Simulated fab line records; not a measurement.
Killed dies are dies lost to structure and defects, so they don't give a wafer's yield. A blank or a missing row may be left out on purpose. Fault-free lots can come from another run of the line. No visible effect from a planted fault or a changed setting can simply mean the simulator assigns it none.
fab line records ; flow sky130
record lots=12; wafers=36; last_day=50
route steps=708 shown LI_CONTACT@363 PAD_OPEN@708
lots with no fault: from the same line, run without faults
start_h: hours from the record's opening day to when the first of the lot's shown wafers began ; wait_h: hours since the lot's step before ; " identical to the entry in the row above ; L1.1+2: a row that stands for several wafers ; - no value, or no start was given ; * or withheld: withheld ; < > ~ a bound
route shown NAME@n: names a module that has steps shown in the file, with the first one's number in the route ; usual: mean/standard deviation taken from wafers without a fault ; same: alike in all rows ; chamber/n: place in a boat ; sites: readings site by site ; _std_site: their standard deviation ; _edge_site: outer sites' mean less inner sites' ; radius_mm: for every site, how far away it sits from the centre of the wafer ; mask NAME#n: copy n ; behind: the most recent tool/chamber to have shaped the wafer ; hold: why the lot went on hold/how many hours it stayed there/how the hold came to an end ; device: which transistor (n, p or np) failed to switch ; end of line: the same wafers' tests at the end of the route ; a step without rows: its recipe alone ; killed: dies that structure and defects cost at the first sort, which is not the same as the wafer's yield ; map: a wafer's dies, x killed, . not, _ none there
set.NAME: setting as actually run; set.NAME@STEP: the setting as run at that earlier step ; model.NAME: the simulator's own value behind a step, which no gauge read
the route's steps for a sample of lots (tables are steps, rows are wafers)
services: a tool's chamber out of use, with start hour (start_h, from the record's first day; less than 0 if before it), hours out, and reason
## steps
# step SKY_LI_CONTACT_THK_MEAS_01
# recipe reads=PSG_of_LI_CONTACT_HDPCVD_00
# usual LI_CONTACT_HDPCVD_THK=928/10
lot.wafer;tool;chamber;start_h;wait_h;LI_CONTACT_HDPCVD_THK[nm]
L619.1;film_metro-02;-;640.97;0.1;936
L619.3;film_metro-02;-;640.97;0.1;944
L619.4;film_metro-02;-;640.97;0.1;934
L620.1;film_metro-04;-;645.56;0.1;920
L620.3;film_metro-04;-;645.56;0.1;943
L620.4;film_metro-04;-;645.56;0.1;927
L623.1;film_metro-04;-;686.45;0.1;929
L623.4;film_metro-04;-;686.45;0.1;933
L623.5;film_metro-04;-;686.45;0.1;924
L624.1;film_metro-02;-;688.02;0.1;928
L624.4;film_metro-02;-;688.02;0.1;933
L624.5;film_metro-02;-;688.02;0.1;927
L626.1;film_metro-04;-;703.47;0.1;937
L626.2;film_metro-04;-;703.47;0.1;923
L626.3;film_metro-04;-;703.47;0.1;938
L628.1;film_metro-01;-;722.85;0.1;907
L628.2;film_metro-01;-;722.85;0.1;907
L628.6;film_metro-01;-;722.85;0.1;912
L632.1;film_metro-04;-;751.02;0.1;940
L632.2;film_metro-04;-;751.02;0.1;923
L632.6;film_metro-04;-;751.02;0.1;921
L634.1;film_metro-02;-;763.83;0.1;933
L634.2;film_metro-02;-;763.83;0.1;936
L634.6;film_metro-02;-;763.83;0.1;928
L640.1;film_metro-02;-;807.76;0.1;926
L640.2;film_metro-02;-;807.76;0.1;918
L640.4;film_metro-02;-;807.76;0.1;912
L639.2;film_metro-01;-;810.94;0.1;937
L639.4;film_metro-01;-;810.94;0.1;948
L639.6;film_metro-01;-;810.94;0.1;936
L641.1;film_metro-02;-;814.13;0.1;918
L641.4;film_metro-02;-;814.13;0.1;932
L641.5;film_metro-02;-;814.13;0.1;936
L642.1;film_metro-04;-;826.13;0.1;923
L642.4;film_metro-04;-;826.13;0.1;931
L642.6;film_metro-04;-;826.13;0.1;921
# step SKY_LI_CONTACT_COAT_06
# recipe resist=BARC; temp_c=withheld; time_s=withheld; spin_rpm=3000; resist_thk_nm=60
lot.wafer;tool;chamber;start_h;wait_h
L619.1+3+4;litho_track-01;0;656.20;0.1
L620.1+3+4;litho_track-01;0;660.20;0.1
L623.1+4+5;litho_track-02;0;699.78;0.1
L624.1+4+5;litho_track-03;0;701.78;0.1
L626.1+2+3;litho_track-03;0;717.13;0.1
L628.1+2+6;litho_track-03;0;734.88;0.1
L632.1+2+6;litho_track-03;0;763.48;0.1
L634.1+2+6;litho_track-03;0;778.48;0.1
L640.1+2+4;litho_track-02;0;819.34;0.1
L639.2+4+6;litho_track-01;0;822.18;0.1
L641.1+4+5;litho_track-01;0;827.40;0.1
L642.1+4+6;litho_track-02;0;839.94;0.1
# step SKY_LI_CONTACT_ETCH_14
# recipe chemistry=N2/H2; target=BARC; ion_energy_ev=200; source_w=500; bias_w=100; pressure_mtorr=30; n2_flow_sccm=100; h2_flow_sccm=200; stop_on=SiO2; time_s=45.9; target_depth_a=600
# usual drypump_motor_current_A=5.9/0.32; oes_product_au=0.854/0.0046; throttle_valve_pct=13.226/0.0089
lot.wafer;tool;chamber;start_h;wait_h;drypump_motor_current_A;oes_product_au;rf_hours_counter_h;throttle_valve_pct
L619.1;rie_diel-03;0;670.59;0.0;5.8;0.845;26;13.225
L619.3;rie_diel-03;2;670.59;0.0;6.3;0.858;12;13.217
L619.4;rie_diel-03;3;670.59;0.0;6.0;0.848;17;13.236
L620.1;rie_diel-04;1;674.84;0.0;5.9;0.851;9;13.224
L620.3;rie_diel-04;3;674.84;0.0;5.4;0.859;6;13.218
L620.4;rie_diel-04;0;674.84;0.0;5.5;0.845;28;13.219
L623.1;rie_diel-03;2;714.56;0.0;6.3;0.860;13;13.226
L623.4;rie_diel-03;3;714.56;0.0;6.0;0.859;18;13.228
L623.5;rie_diel-03;2;714.56;0.0;6.3;0.854;-;13.224
L624.1;rie_diel-03;0;728.06;0.0;5.8;0.860;27;13.218
L624.4;rie_diel-03;2;728.06;0.0;6.4;0.847;14;13.227
L624.5;rie_diel-03;1;728.06;0.0;6.2;0.856;-;13.245
L626.1;rie_diel-04;0;730.64;0.0;5.5;0.850;29;13.223
L626.2;rie_diel-04;3;730.64;0.0;5.4;0.842;7;13.230
L626.3;rie_diel-04;1;730.64;0.0;5.9;0.855;10;13.228
L628.1;rie_diel-04;3;750.09;0.0;5.4;0.853;8;13.227
L628.2;rie_diel-04;2;750.09;0.0;5.9;0.856;6;13.233
L628.6;rie_diel-04;1;750.09;0.0;5.9;0.861;-;13.228
L632.1;rie_diel-04;3;778.34;0.0;5.4;0.854;8;13.220
L632.2;rie_diel-04;0;778.34;0.0;5.5;0.852;30;13.229
L632.6;rie_diel-04;0;778.34;0.0;5.5;0.839;-;13.220
L634.1;rie_diel-03;1;791.66;0.0;6.2;0.845;11;13.231
L634.2;rie_diel-03;0;791.66;0.0;5.8;0.849;29;13.244
L634.6;rie_diel-03;1;791.66;0.0;6.2;0.840;-;13.219
L640.1;rie_diel-04;2;834.54;0.0;5.9;0.856;8;13.232
L640.2;rie_diel-04;1;834.54;0.0;5.9;0.858;12;13.227
L640.4;rie_diel-04;0;834.54;0.0;5.5;0.859;0;13.227
L639.2;rie_diel-01;0;836.94;0.0;5.7;0.856;8;13.220
L639.4;rie_diel-01;0;836.94;0.0;5.7;0.865;-;13.232
L639.6;rie_diel-01;3;836.94;0.0;6.2;0.856;-;13.228
L641.1;rie_diel-03;0;841.24;0.0;5.8;0.852;31;13.223
L641.4;rie_diel-03;3;841.24;0.0;6.0;0.860;22;13.213
L641.5;rie_diel-03;0;841.24;0.0;5.8;0.857;-;13.214
L642.1;rie_diel-04;0;853.11;0.0;5.5;0.855;1;13.228
L642.4;rie_diel-04;2;853.11;0.0;5.9;0.856;8;13.217
L642.6;rie_diel-04;2;853.11;0.0;5.9;0.860;-;13.230
# step SKY_LI_CONTACT_CVD_21
# recipe material=W; target_thk_nm=400; time_s=120.56; temp_c=400; pressure_torr=40
# usual heater_power_w=908/140; susceptor_temp_C=400.02/0.22
lot.wafer;tool;chamber;start_h;wait_h;heater_power_w;susceptor_temp_C
L619.1;cvd_w-01;0;671.15;0.0;814;400.44
L619.3;cvd_w-01;1;671.15;0.0;1070;399.93
L619.4;cvd_w-01;0;671.15;0.0;838;400.35
L620.1;cvd_w-01;1;675.40;0.0;1097;400.03
L620.3;cvd_w-01;1;675.40;0.0;1088;399.67
L620.4;cvd_w-01;0;675.40;0.0;797;399.73
L623.1;cvd_w-01;0;715.12;0.0;842;400.18
L623.4;cvd_w-01;1;715.12;0.0;1083;400.14
L623.5;cvd_w-01;0;715.12;0.0;803;400.07
L624.1;cvd_w-02;0;728.65;0.0;979;400.45
L624.4;cvd_w-02;0;728.65;0.0;983;400.27
L624.5;cvd_w-02;0;728.65;0.0;994;400.21
L626.1;cvd_w-02;0;731.21;0.0;971;400.14
L626.2;cvd_w-02;1;731.21;0.0;729;400.45
L626.3;cvd_w-02;1;731.21;0.0;737;400.68
L628.1;cvd_w-02;0;750.65;0.0;1003;400.12
L628.2;cvd_w-02;1;750.65;0.0;722;399.77
L628.6;cvd_w-02;1;750.65;0.0;725;399.84
L632.1;cvd_w-01;0;778.90;0.0;828;400.04
L632.2;cvd_w-01;1;778.90;0.0;1097;400.13
L632.6;cvd_w-01;1;778.90;0.0;1101;400.02
L634.1;cvd_w-02;0;792.25;0.0;998;399.90
L634.2;cvd_w-02;1;792.25;0.0;725;400.25
L634.6;cvd_w-02;0;792.25;0.0;982;400.03
L640.1;cvd_w-02;0;835.30;0.0;989;400.11
L640.2;cvd_w-02;1;835.30;0.0;753;400.13
L640.4;cvd_w-02;0;835.30;0.0;997;399.69
L639.2;cvd_w-02;0;837.50;0.0;977;400.03
L639.4;cvd_w-02;1;837.50;0.0;738;399.84
L639.6;cvd_w-02;0;837.50;0.0;970;400.15
L641.1;cvd_w-01;0;841.80;0.0;811;400.37
L641.4;cvd_w-01;1;841.80;0.0;1092;400.40
L641.5;cvd_w-01;1;841.80;0.0;1124;400.18
L642.1;cvd_w-02;1;853.69;0.0;735;400.09
L642.4;cvd_w-02;1;853.69;0.0;731;399.74
L642.6;cvd_w-02;1;853.69;0.0;740;399.98
# step SKY_LI_CONTACT_CMP_24
# recipe stop_on=PSG; t_overpolish_s=20; down_force_psi=3.5; platen_rpm=60; target_thk_nm=0; pad_velocity_m_s=0.94248
# usual motor_current_A=11.8/0.86; overpolish_run_s=19.999/0.0098; time_to_endpoint_s=97/4.5
lot.wafer;tool;chamber;start_h;wait_h;motor_current_A;overpolish_run_s;time_to_endpoint_s
L619.1;cmp-01;3;671.46;0.1;11.2;20.003;90
L619.4;cmp-01;1;671.46;0.1;12.4;19.986;96
L619.3;cmp-01;2;671.46;0.1;11.5;19.989;101
L620.3;cmp-02;1;675.70;0.0;10.6;19.992;99
L620.1;cmp-02;3;675.70;0.0;12.0;19.990;94
L620.4;cmp-02;0;675.70;0.0;11.3;19.990;95
L623.4;cmp-01;3;715.52;0.1;11.1;20.023;93
L623.1;cmp-01;0;715.52;0.1;12.0;19.996;97
L623.5;cmp-01;2;715.52;0.1;10.8;19.996;104
L624.4;cmp-01;0;728.96;0.0;12.9;20.004;95
L624.1;cmp-01;1;728.96;0.0;12.1;19.992;98
L624.5;cmp-01;0;728.96;0.0;12.6;19.998;92
L626.3;cmp-02;2;731.52;0.0;12.0;20.014;99
L626.2;cmp-02;3;731.52;0.0;11.8;19.988;101
L626.1;cmp-02;1;731.52;0.0;10.9;19.983;97
L628.1;cmp-02;2;751.01;0.1;11.6;19.984;99
L628.2;cmp-02;0;751.01;0.1;11.2;20.006;96
L628.6;cmp-02;2;751.01;0.1;11.9;20.001;99
L632.1;cmp-02;2;779.20;0.1;11.6;20.007;91
L632.2;cmp-02;0;779.20;0.1;11.7;20.002;96
L632.6;cmp-02;3;779.20;0.1;11.8;20.001;92
L634.2;cmp-01;2;792.56;0.0;11.8;19.996;101
L634.1;cmp-01;1;792.56;0.0;13.2;19.986;97
L634.6;cmp-01;3;792.56;0.0;11.1;19.993;91
L640.2;cmp-01;2;835.66;0.1;12.1;20.008;105
L640.4;cmp-01;3;835.66;0.1;11.2;20.025;94
L640.1;cmp-01;0;835.66;0.1;12.7;19.999;97
L639.2;cmp-01;2;838.12;0.4;11.0;19.999;104
L639.4;cmp-01;3;838.12;0.4;11.2;20.010;98
L639.6;cmp-01;1;838.12;0.4;12.4;19.998;100
L641.4;cmp-01;2;842.10;0.0;11.3;20.010;95
L641.1;cmp-01;0;842.10;0.0;13.1;20.000;89
L641.5;cmp-01;3;842.10;0.0;11.0;19.997;91
L642.4;cmp-02;0;854.04;0.1;11.4;20.008;93
L642.1;cmp-02;1;854.04;0.1;10.7;20.003;100
L642.6;cmp-02;3;854.04;0.1;12.3;20.004;95
# step SKY_PAD_OPEN_PROBE_99
# usual killed_at_M0_to_M3=44/7.8; killed_at_M4_up=2.9/1.7; killed_at_contacts=24/5.4; killed_at_front_end=15/4.5; killed_at_other=0.3/0.55; killed_dies=87/10; killed_open=48/7.4; killed_short=39/5.9
# same gross_dies=492; killed_at_back_side=0
lot.wafer;tool;chamber;start_h;wait_h;killed_at_M0_to_M3;killed_at_M4_up;killed_at_contacts;killed_at_front_end;killed_at_other;killed_dies;killed_open;killed_short
L619.1;prober-02;-;1072.62;0.1;57;4;31;14;0;106;63;43
L619.3;prober-02;-;1072.72;0.2;44;2;17;22;1;86;46;40
L619.4;prober-02;-;1072.77;0.2;42;1;33;20;1;97;58;39
L620.1;prober-01;-;1073.42;0.1;46;3;27;9;0;85;46;39
L620.3;prober-01;-;1073.52;0.2;35;3;18;19;0;75;46;29
L620.4;prober-01;-;1073.57;0.2;46;2;30;11;0;89;57;32
L623.1;prober-02;-;1100.51;0.1;60;2;19;8;1;90;54;36
L623.4;prober-02;-;1100.66;0.2;49;3;15;17;0;84;51;33
L623.5;prober-02;-;1100.71;0.2;54;3;28;15;0;100;56;44
L624.1;prober-01;-;1114.47;0.1;33;2;31;19;0;85;46;39
L624.4;prober-01;-;1114.62;0.2;32;5;25;11;0;73;39;34
L624.5;prober-01;-;1114.67;0.2;30;3;31;13;0;77;41;36
L626.1;prober-01;-;1118.89;0.1;41;1;33;16;1;92;52;40
L626.2;prober-01;-;1118.94;0.1;48;4;19;9;0;80;40;40
L626.3;prober-01;-;1118.99;0.2;45;4;21;16;0;86;48;38
L628.1;prober-01;-;1127.20;0.1;32;4;17;13;0;66;36;30
L628.2;prober-01;-;1127.25;0.1;43;2;25;16;0;86;45;41
L628.6;prober-01;-;1127.45;0.2;48;3;33;21;0;105;58;47
L632.1;prober-02;-;1148.85;0.1;40;4;31;13;0;88;52;36
L632.2;prober-02;-;1148.90;0.1;44;5;36;24;0;109;50;59
L632.6;prober-02;-;1149.10;0.2;38;0;23;20;0;81;47;34
L634.1;prober-01;-;1160.08;0.1;57;3;23;17;0;100;50;50
L634.2;prober-01;-;1160.13;0.1;44;6;28;8;1;87;49;38
L634.6;prober-01;-;1160.33;0.2;49;5;28;15;0;97;59;38
L640.1;prober-02;-;1186.12;0.1;43;2;20;16;0;81;40;41
L640.2;prober-02;-;1186.17;0.1;44;1;23;15;0;83;42;41
L640.4;prober-02;-;1186.27;0.2;49;9;24;16;1;99;51;48
L639.2;prober-01;-;1186.97;0.1;47;5;16;17;0;85;52;33
L639.4;prober-01;-;1187.07;0.2;43;3;23;9;1;79;51;28
L639.6;prober-01;-;1187.17;0.2;48;3;21;22;0;94;54;40
L641.1;prober-02;-;1192.52;0.1;45;6;29;19;0;99;55;44
L641.4;prober-02;-;1192.67;0.2;37;3;20;8;0;68;31;37
L641.5;prober-02;-;1192.72;0.2;42;5;29;19;0;95;52;43
L642.1;prober-01;-;1195.86;0.1;39;3;30;10;0;82;53;29
L642.4;prober-01;-;1196.01;0.2;38;7;18;16;0;79;45;34
L642.6;prober-01;-;1196.11;0.2;36;4;20;17;0;77;40;37
# killed by level:class
L619.1 VIA1:geometric_particle:open=18 VIA3:geometric_particle:open=9 LI_CONTACT:geometric_particle:open=7 CONTACT:geometric_particle:open=7 VIA2:geometric_particle:open=7 CONTACT:geometric_particle:short=6 METAL1:geometric_particle:short=5 LI_CONTACT:geometric_particle:short=5
L619.3 FIELD_ISO:geometric_particle:short=8 CONTACT:geometric_particle:open=8 METAL1:geometric_particle:short=8 VIA2:geometric_particle:short=7 VIA1:geometric_particle:open=7 FIELD_ISO:geometric_particle:open=5 VIA3:geometric_particle:open=5 VIA2:geometric_particle:open=4
L619.4 VIA2:geometric_particle:open=10 FIELD_ISO:geometric_particle:open=9 LI_CONTACT:geometric_particle:open=9 CONTACT:geometric_particle:open=9 VIA3:geometric_particle:open=8 CONTACT:geometric_particle:short=6 LOCAL_INTERCONNECT:geometric_particle:short=5 VIA1:geometric_particle:short=5
L620.1 CONTACT:geometric_particle:open=10 VIA1:geometric_particle:open=10 VIA2:geometric_particle:open=9 LI_CONTACT:geometric_particle:open=7 METAL2:geometric_particle:short=6 CONTACT:geometric_particle:short=5 METAL1:geometric_particle:short=4 VIA1:geometric_particle:short=4
L620.3 LI_CONTACT:geometric_particle:open=9 VIA1:geometric_particle:open=8 VIA1:geometric_particle:short=6 CONTACT:geometric_particle:open=6 FIELD_ISO:geometric_particle:open=5 POLY_GATE:geometric_particle:short=5 VIA3:geometric_particle:open=5 POLY_GATE:geometric_particle:open=4
L620.4 VIA1:geometric_particle:open=12 LI_CONTACT:geometric_particle:open=11 CONTACT:geometric_particle:open=10 VIA2:geometric_particle:open=7 VIA1:geometric_particle:short=6 VIA3:geometric_particle:open=6 FIELD_ISO:geometric_particle:open=5 LI_CONTACT:geometric_particle:short=4
L623.1 VIA1:geometric_particle:open=16 VIA1:geometric_particle:short=10 VIA2:geometric_particle:open=10 VIA3:geometric_particle:open=7 LI_CONTACT:geometric_particle:open=6 CONTACT:geometric_particle:open=6 LI_CONTACT:geometric_particle:short=4 METAL1:geometric_particle:short=4
L623.4 VIA1:geometric_particle:open=16 CONTACT:geometric_particle:open=8 METAL2:geometric_particle:short=7 FIELD_ISO:geometric_particle:open=6 VIA3:geometric_particle:open=6 VIA2:geometric_particle:open=5 FIELD_ISO:geometric_particle:short=4 VIA1:geometric_particle:short=4
L623.5 CONTACT:geometric_particle:open=14 VIA1:geometric_particle:open=13 VIA2:geometric_particle:open=8 FIELD_ISO:geometric_particle:short=7 LI_CONTACT:geometric_particle:open=7 VIA1:geometric_particle:short=6 METAL1:geometric_particle:short=6 POLY_GATE:geometric_particle:open=5
L624.1 CONTACT:geometric_particle:open=15 CONTACT:geometric_particle:short=7 VIA2:geometric_particle:open=7 POLY_GATE:geometric_particle:open=6 METAL1:geometric_particle:short=6 VIA1:geometric_particle:short=6 POLY_GATE:geometric_particle:short=4 LI_CONTACT:geometric_particle:open=4
L624.4 CONTACT:geometric_particle:open=10 VIA1:geometric_particle:open=8 VIA2:geometric_particle:open=7 LOCAL_INTERCONNECT:geometric_particle:short=5 CONTACT:geometric_particle:short=5 FIELD_ISO:geometric_particle:short=4 METAL2:geometric_particle:short=4 LI_CONTACT:geometric_particle:open=3
L624.5 CONTACT:geometric_particle:open=12 CONTACT:geometric_particle:short=9 VIA1:geometric_particle:open=9 FIELD_ISO:geometric_particle:open=8 METAL1:geometric_particle:short=6 LI_CONTACT:geometric_particle:short=4 LI_CONTACT:geometric_particle:open=4 METAL2:geometric_particle:short=4
L626.1 CONTACT:geometric_particle:short=12 METAL2:geometric_particle:short=9 FIELD_ISO:geometric_particle:open=8 LI_CONTACT:geometric_particle:open=8 CONTACT:geometric_particle:open=8 VIA1:geometric_particle:open=7 VIA3:geometric_particle:open=6 VIA2:geometric_particle:open=4
L626.2 METAL2:geometric_particle:short=11 VIA2:geometric_particle:open=9 METAL1:geometric_particle:short=8 CONTACT:geometric_particle:open=7 CONTACT:geometric_particle:short=6 LI_CONTACT:geometric_particle:open=5 VIA1:geometric_particle:open=4 METAL2:geometric_particle:open=4
L626.3 VIA1:geometric_particle:open=14 LI_CONTACT:geometric_particle:open=9 VIA1:geometric_particle:short=8 FIELD_ISO:geometric_particle:short=7 VIA2:geometric_particle:open=7 CONTACT:geometric_particle:open=6 METAL1:geometric_particle:short=6 LOCAL_INTERCONNECT:geometric_particle:short=3
L628.1 CONTACT:geometric_particle:open=7 VIA1:geometric_particle:open=7 FIELD_ISO:geometric_particle:short=6 LI_CONTACT:geometric_particle:open=4 METAL1:geometric_particle:short=4 METAL2:geometric_particle:short=4 VIA2:geometric_particle:open=4 CONTACT:geometric_particle:short=3
L628.2 CONTACT:geometric_particle:open=12 VIA2:geometric_particle:open=10 FIELD_ISO:geometric_particle:short=7 METAL1:geometric_particle:short=6 FIELD_ISO:geometric_particle:open=5 LI_CONTACT:geometric_particle:open=5 VIA2:geometric_particle:short=5 LOCAL_INTERCONNECT:geometric_particle:short=4
L628.6 VIA1:geometric_particle:open=12 LI_CONTACT:geometric_particle:open=10 CONTACT:geometric_particle:open=9 LOCAL_INTERCONNECT:geometric_particle:short=8 FIELD_ISO:geometric_particle:short=7 VIA3:geometric_particle:open=7 METAL2:geometric_particle:short=6 POLY_GATE:geometric_particle:short=5
L632.1 LI_CONTACT:geometric_particle:open=13 VIA1:geometric_particle:open=8 VIA2:geometric_particle:open=7 CONTACT:geometric_particle:open=7 VIA1:geometric_particle:short=7 CONTACT:geometric_particle:short=6 FIELD_ISO:geometric_particle:short=5 FIELD_ISO:geometric_particle:open=4
L632.2 CONTACT:geometric_particle:open=11 VIA2:geometric_particle:short=9 VIA1:geometric_particle:open=9 LOCAL_INTERCONNECT:geometric_particle:short=8 FIELD_ISO:geometric_particle:short=7 FIELD_ISO:geometric_particle:open=7 LI_CONTACT:geometric_particle:open=7 VIA2:geometric_particle:open=6
L632.6 VIA2:geometric_particle:open=9 FIELD_ISO:geometric_particle:open=7 LI_CONTACT:geometric_particle:open=7 VIA1:geometric_particle:open=6 POLY_GATE:geometric_particle:open=5 LOCAL_INTERCONNECT:geometric_particle:short=5 CONTACT:geometric_particle:open=5 FIELD_ISO:geometric_particle:short=4
L634.1 VIA1:geometric_particle:open=15 VIA2:geometric_particle:open=10 VIA1:geometric_particle:short=8 METAL1:geometric_particle:short=7 LOCAL_INTERCONNECT:geometric_particle:short=6 FIELD_ISO:geometric_particle:short=5 POLY_GATE:geometric_particle:open=5 METAL2:geometric_particle:short=5
L634.2 VIA1:geometric_particle:open=12 CONTACT:geometric_particle:open=10 LI_CONTACT:geometric_particle:open=9 VIA2:geometric_particle:open=8 VIA1:geometric_particle:short=7 METAL4:geometric_particle:short=6 METAL1:geometric_particle:short=5 CONTACT:geometric_particle:short=5
L634.6 VIA2:geometric_particle:open=10 CONTACT:geometric_particle:open=8 VIA1:geometric_particle:open=8 LI_CONTACT:geometric_particle:open=6 CONTACT:geometric_particle:short=6 METAL2:geometric_particle:short=6 VIA3:geometric_particle:open=6 FIELD_ISO:geometric_particle:open=5
L640.1 VIA1:geometric_particle:open=10 VIA1:geometric_particle:short=8 CONTACT:geometric_particle:open=6 METAL2:geometric_particle:short=5 VIA2:geometric_particle:open=5 VIA3:geometric_particle:open=5 FIELD_ISO:geometric_particle:short=4 POLY_GATE:geometric_particle:short=4
L640.2 VIA3:geometric_particle:open=10 METAL1:geometric_particle:short=9 VIA1:geometric_particle:open=8 LI_CONTACT:geometric_particle:open=7 METAL2:geometric_particle:short=6 POLY_GATE:geometric_particle:short=5 CONTACT:geometric_particle:open=5 FIELD_ISO:geometric_particle:open=4
L640.4 VIA1:geometric_particle:open=11 LI_CONTACT:geometric_particle:open=11 METAL4:geometric_particle:short=7 VIA3:geometric_particle:short=6 VIA1:geometric_particle:short=6 VIA3:geometric_particle:open=6 POLY_GATE:geometric_particle:open=5 LOCAL_INTERCONNECT:geometric_particle:short=4
L639.2 VIA1:geometric_particle:open=15 VIA3:geometric_particle:open=9 CONTACT:geometric_particle:open=8 VIA1:geometric_particle:short=5 FIELD_ISO:geometric_particle:open=4 FIELD_ISO:geometric_particle:short=4 LI_CONTACT:geometric_particle:open=4 METAL1:geometric_particle:short=4
L639.4 CONTACT:geometric_particle:open=10 VIA2:geometric_particle:open=9 METAL1:geometric_particle:short=8 VIA1:geometric_particle:open=6 LI_CONTACT:geometric_particle:open=5 METAL2:geometric_particle:short=5 VIA3:geometric_particle:open=5 CONTACT:geometric_particle:short=4
L639.6 VIA1:geometric_particle:open=12 METAL1:geometric_particle:short=10 LI_CONTACT:geometric_particle:open=9 POLY_GATE:geometric_particle:short=6 CONTACT:geometric_particle:open=6 VIA3:geometric_particle:open=6 FIELD_ISO:geometric_particle:open=5 METAL1:geometric_particle:open=4
L641.1 VIA1:geometric_particle:open=9 LI_CONTACT:geometric_particle:open=8 VIA2:geometric_particle:open=7 POLY_GATE:geometric_particle:open=5 LI_CONTACT:geometric_particle:short=5 LOCAL_INTERCONNECT:geometric_particle:short=5 CONTACT:geometric_particle:open=5 METAL1:geometric_particle:short=5
L641.4 METAL2:geometric_particle:short=7 VIA1:geometric_particle:open=7 CONTACT:geometric_particle:open=6 LI_CONTACT:geometric_particle:open=5 LOCAL_INTERCONNECT:geometric_particle:short=5 VIA2:geometric_particle:short=5 METAL1:geometric_particle:short=4 VIA1:geometric_particle:short=4
L641.5 CONTACT:geometric_particle:open=16 VIA1:geometric_particle:open=9 VIA3:geometric_particle:open=7 FIELD_ISO:geometric_particle:short=6 LOCAL_INTERCONNECT:geometric_particle:short=6 POLY_GATE:geometric_particle:open=5 CONTACT:geometric_particle:short=5 METAL2:geometric_particle:short=5
L642.1 LI_CONTACT:geometric_particle:open=10 CONTACT:geometric_particle:open=10 VIA1:geometric_particle:open=8 VIA3:geometric_particle:open=7 LI_CONTACT:geometric_particle:short=4 METAL1:geometric_particle:short=4 VIA2:geometric_particle:open=4 METAL3:geometric_particle:short=4
L642.4 VIA3:geometric_particle:open=10 CONTACT:geometric_particle:open=9 FIELD_ISO:geometric_particle:open=7 VIA2:geometric_particle:open=7 METAL4:geometric_particle:short=7 VIA1:geometric_particle:open=6 FIELD_ISO:geometric_particle:short=5 VIA1:geometric_particle:short=5
L642.6 LI_CONTACT:geometric_particle:open=8 VIA1:geometric_particle:open=8 FIELD_ISO:geometric_particle:open=7 METAL2:geometric_particle:short=7 METAL1:geometric_particle:short=7 CONTACT:geometric_particle:open=5 POLY_GATE:geometric_particle:short=4 VIA2:geometric_particle:open=4
## services
tool;chamber;start_h;hours;kind
cvd_w-02;1;640.98;9.7;repair
cmp-01;-;647.28;1.2;repair
rie_diel-03;0;653.09;4.2;repair
cmp-01;-;654.24;1.6;repair
cmp-02;-;661.78;4.2;repair
rie_diel-03;3;678.86;3.7;repair
cmp-01;-;682.35;5.4;pm
rie_diel-03;1;694.42;11.6;repair
cmp-02;-;701.10;1.0;repair
cmp-01;-;702.74;3.4;repair
rie_diel-04;-;711.57;0.4;repair
cmp-02;-;712.89;8.2;repair
rie_diel-03;3;738.98;6.7;repair
cmp-01;-;744.00;4.0;pm
cmp-01;-;757.38;5.3;repair
cmp-01;-;761.82;0.8;repair
rie_diel-03;-;770.05;0.3;repair
rie_diel-04;1;778.10;5.0;repair
cmp-02;-;778.46;0.6;repair
cmp-02;-;784.38;0.9;repair
cvd_w-02;-;809.38;6.9;pm
cmp-02;-;817.90;1.8;repair
cvd_w-01;-;832.67;1.4;repair
cmp-02;-;837.39;0.8;repair
## key
first_sign step=SKY_LI_CONTACT_ETCH_14; reading=oes_product_au; direction=down; sigmas=3.2; usual=0.854; struck=0.840
effect none on later readings
met_at SKY_LI_CONTACT_COAT_06
struck_lots L632,L634
struck_wafers L632.6,L634.6
tester_left_out L632,L634
not_acting_at SKY_LI_CONTACT_THK_MEAS_01,SKY_LI_CONTACT_CVD_21,SKY_LI_CONTACT_CMP_24
onset_between 734.88 763.48
fault kind=process_parameter_drift; tool=litho_track-03; chamber=-; onset_h=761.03; steps=SKY_LI_CONTACT_COAT_06; channel=resist_thk_nm; offset=-1.8111; shape=step; end_h=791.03; scope=struck_wafers_only; acts_in=these_recipes_only; stated=60
# tester_left_out: of these lots the tester's yield and bins aren't shown, on N5 and GAA mostly nor the transistor test; their killed dies are dies lost to structure and defects alone, not to doping, threshold or leakage, so they don't give the yield
